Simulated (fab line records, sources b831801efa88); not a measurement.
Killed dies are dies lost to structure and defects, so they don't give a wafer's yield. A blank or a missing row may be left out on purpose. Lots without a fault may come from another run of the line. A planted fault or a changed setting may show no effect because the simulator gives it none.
Split-lot experiment | flow sky130 | 5 lots, 23 wafers read, on a route of 708 steps

THE SPLIT
At SKY_POLY_CUT_EXPOSE_05 (exposes mask NPCM, target cd 270 nm), the setting dose_mj was moved away from the recipe's 32 on 7 of the 23 wafers read, by -7.4% to +5.8%. The other wafers ran this setting at the recipe's value.

FROM THE SPLIT TO THE READING: what the file shows between them, 2 steps
- SKY_POLY_CUT_PEB_06
- SKY_POLY_CUT_DEVELOP_07: develop time 58.81 s

THE READING
cd_nm, in nm, at SKY_POLY_CUT_CD_MEAS_08 (target cd 270 nm). Fault-free wafers of this fab line usually give 269.9 nm, standard deviation 1.4 nm.

wafer  | tool, chamber at the split | dose_mj as run | against the recipe | cd_nm, nm | against lot-mates on the recipe
L076.2 | krf_scanner-02, 0          | 32             | recipe             | 270.0     | -
L076.3 | krf_scanner-02, 0          | 32             | recipe             | 268.5     | -
L076.4 | krf_scanner-02, 0          | 32             | recipe             | 269.8     | -
L076.5 | krf_scanner-02, 0          | 32             | recipe             | 269.3     | -
L076.6 | krf_scanner-02, 0          | 32             | recipe             | 271.4     | -
L079.1 | krf_scanner-02, 0          | 30.42          | -4.9%              | 260.3     | -9.3
L079.2 | krf_scanner-02, 0          | 32             | recipe             | 269.9     | -
L079.3 | krf_scanner-02, 0          | 32             | recipe             | 270.4     | -
L079.4 | krf_scanner-02, 0          | 32             | recipe             | 268.5     | -
L079.5 | krf_scanner-02, 0          | 30.42          | -4.9%              | 260.8     | -8.8
L081.1 | krf_scanner-02, 0          | 32             | recipe             | 271.7     | -
L081.2 | krf_scanner-02, 0          | 32             | recipe             | 270.5     | -
L081.6 | krf_scanner-02, 0          | 32             | recipe             | 270.1     | -
L080.1 | krf_scanner-01, 0          | 32             | recipe             | 267.8     | -
L080.3 | krf_scanner-01, 0          | 32             | recipe             | 267.8     | -
L080.4 | krf_scanner-01, 0          | 33.86          | +5.8%              | 278.3     | +10.5
L080.5 | krf_scanner-01, 0          | 33.86          | +5.8%              | 277.5     | +9.7
L080.6 | krf_scanner-01, 0          | 32             | recipe             | 267.7     | -
L085.1 | krf_scanner-01, 0          | 32             | recipe             | 269.2     | -
L085.2 | krf_scanner-01, 0          | 29.63          | -7.4%              | 255.7     | -13.9
L085.4 | krf_scanner-01, 0          | 29.63          | -7.4%              | 255.8     | -13.8
L085.5 | krf_scanner-01, 0          | 29.63          | -7.4%              | 255.0     | -14.6
L085.6 | krf_scanner-01, 0          | 32             | recipe             | 270.0     | -

THE FIT
A straight line over all 23 wafers: cd_nm changes by +1.75 nm for each +1% of dose_mj; r = +0.98; the points scatter about the line by 1.2 nm.
The same after taking each lot's own level away (the mean of its wafers on the recipe; 23 wafers): +1.85 nm for each +1%; r = +0.99; scatter 0.69 nm.
On that fit, the largest move of dose_mj shifts the reading by 14 nm.
The lots' own levels span 267.77 to 270.77 nm, that is 2.1 times the standard deviation above.
So the lot-to-lot level changes the slope little: the two slopes agree.
Check: with one of the wafers moved furthest among these (-7.4%) left out of the fit, the line predicts -13.7 nm for it against its lot-mates. It came out at -13.9 nm against them.

THE WHOLE CHAIN: every reading that the file lists as answering this split, in the file's order
step                    | what it does                                                         | reading                                                         | change (the file's fit)              | r (the file's)
SKY_POLY_CUT_DEVELOP_07 | develop time 58.81 s                                                 | POLY_CUT.cd_nm (the simulator's own value, which no gauge read) | +1.85 nm for each +1% of the setting | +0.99
SKY_POLY_CUT_CD_MEAS_08 | target cd 270 nm                                                     | cd_nm                                                           | +1.84 nm for each +1% of the setting | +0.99
SKY_POLY_CUT_ETCH_10    | etches BARC in N2/H2, stops on SiO2, time 45.9 s, target depth 60 nm | POLY_CUT.cd_nm (the simulator's own value, which no gauge read) | +1.8 nm for each +1% of the setting  | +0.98

THE FILE'S OWN FIT
cd_nm changes by +1.84 nm for each +1% of dose_mj, r = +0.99.
